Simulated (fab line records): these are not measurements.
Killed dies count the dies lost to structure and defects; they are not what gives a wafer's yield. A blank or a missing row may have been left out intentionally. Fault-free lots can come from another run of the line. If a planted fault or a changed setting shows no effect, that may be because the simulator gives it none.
Which tool is to blame? || flow sky130 || 12 lots with 36 wafers sampled at 2 steps, on a route of 708 steps

== WHAT EACH GAUGE READ, for each wafer ==
SKY_NWELL_OVL_MEAS_10.
{"lot": "L075", "measured": "day 4 19:35", "on": "overlay-02", "NWELL_00_OVL (nm)": "0.5 0.6 0.2"}
{"lot": "L077", "measured": "day 5 08:29", "on": "overlay-01", "NWELL_00_OVL (nm)": "-1.9 -1.7 -1.7"}
{"lot": "L079", "measured": "day 5 23:14", "on": "overlay-02", "NWELL_00_OVL (nm)": "0.1 -1.8 -2.1"}
{"lot": "L081", "measured": "day 6 08:43", "on": "overlay-02", "NWELL_00_OVL (nm)": "-2.6 -2.4 -1.9"}
{"lot": "L083", "measured": "day 6 17:28", "on": "overlay-01", "NWELL_00_OVL (nm)": "-1.3 -2.0 -2.7"}
{"lot": "L085", "measured": "day 7 06:22", "on": "overlay-02", "NWELL_00_OVL (nm)": "-0.6 -0.8 -0.6"}
{"lot": "L087", "measured": "day 7 17:52", "on": "overlay-02", "NWELL_00_OVL (nm)": "-0.4 -1.6 -0.8"}
{"lot": "L089", "measured": "day 8 03:19", "on": "overlay-02", "NWELL_00_OVL (nm)": "-0.5 -0.6 -1.3"}
{"lot": "L091", "measured": "day 8 20:28", "on": "overlay-01", "NWELL_00_OVL (nm)": "-0.3 0.1 0.5"}
{"lot": "L093", "measured": "day 9 02:58", "on": "overlay-02", "NWELL_00_OVL (nm)": "0.2 -0.8 -0.5"}
{"lot": "L095", "measured": "day 9 15:25", "on": "overlay-02", "NWELL_00_OVL (nm)": "-0.7 1.2 -0.6"}
{"lot": "L097", "measured": "day 10 02:59", "on": "overlay-02", "NWELL_00_OVL (nm)": "0.0 0.7 0.1"}

== EACH LOT AND THE TOOL THAT RAN IT (in order: tool; ch and the chambers of the sampled wafers; start) ==
{"lot": "L075", "SKY_FIELD_ISO_ETCH_15": "rie diel-03 ch 1,2,3, day 2 10:23"}
{"lot": "L077", "SKY_FIELD_ISO_ETCH_15": "rie diel-02 ch 0,2,3, day 2 20:09"}
{"lot": "L079", "SKY_FIELD_ISO_ETCH_15": "rie diel-03 ch 0,2,3, day 3 09:28"}
{"lot": "L081", "SKY_FIELD_ISO_ETCH_15": "rie diel-02 ch 1,2, day 3 19:56"}
{"lot": "L083", "SKY_FIELD_ISO_ETCH_15": "rie diel-02 ch 1,2,3, day 4 04:04"}
{"lot": "L085", "SKY_FIELD_ISO_ETCH_15": "rie diel-02 ch 0,2,3, day 4 15:38"}
{"lot": "L087", "SKY_FIELD_ISO_ETCH_15": "rie diel-02 ch 0,1,2, day 5 01:26"}
{"lot": "L089", "SKY_FIELD_ISO_ETCH_15": "rie diel-03 ch 0,2,3, day 5 10:19"}
{"lot": "L091", "SKY_FIELD_ISO_ETCH_15": "rie diel-02 ch 0,1,3, day 6 03:20"}
{"lot": "L093", "SKY_FIELD_ISO_ETCH_15": "rie diel-02 ch 1,2,3, day 6 08:32"}
{"lot": "L095", "SKY_FIELD_ISO_ETCH_15": "rie diel-02 ch 0,1,2, day 6 19:02"}
{"lot": "L097", "SKY_FIELD_ISO_ETCH_15": "rie diel-04 ch 0,3, day 7 04:08"}
- SKY_FIELD_ISO_ETCH_15: etches the open film in CHF3/O2, stops on Si, target depth 180 nm, time 72 s.

== THE ANSWER, worked out from the rows above alone ==
Rule: the lots themselves supply what counts as usual. Put in order of their means at a reading, lots are off if they are a third of the lots or fewer, leave a main group of 4 or more, and stand apart from it by a gap of 3 or more times the standard deviation of the main group's means; of several such gaps the widest counts. A main group whose means are all the same, to the digits that the tables above print for the reading, isn't used. Also off: a lot with no number at a reading for which 4 or more lots have one. All remaining lots with rows at the step are treated as sound.
None of the lots is off at any reading shown; this tells nothing.

== WHAT THE SIMULATOR HAD PUT IN ==
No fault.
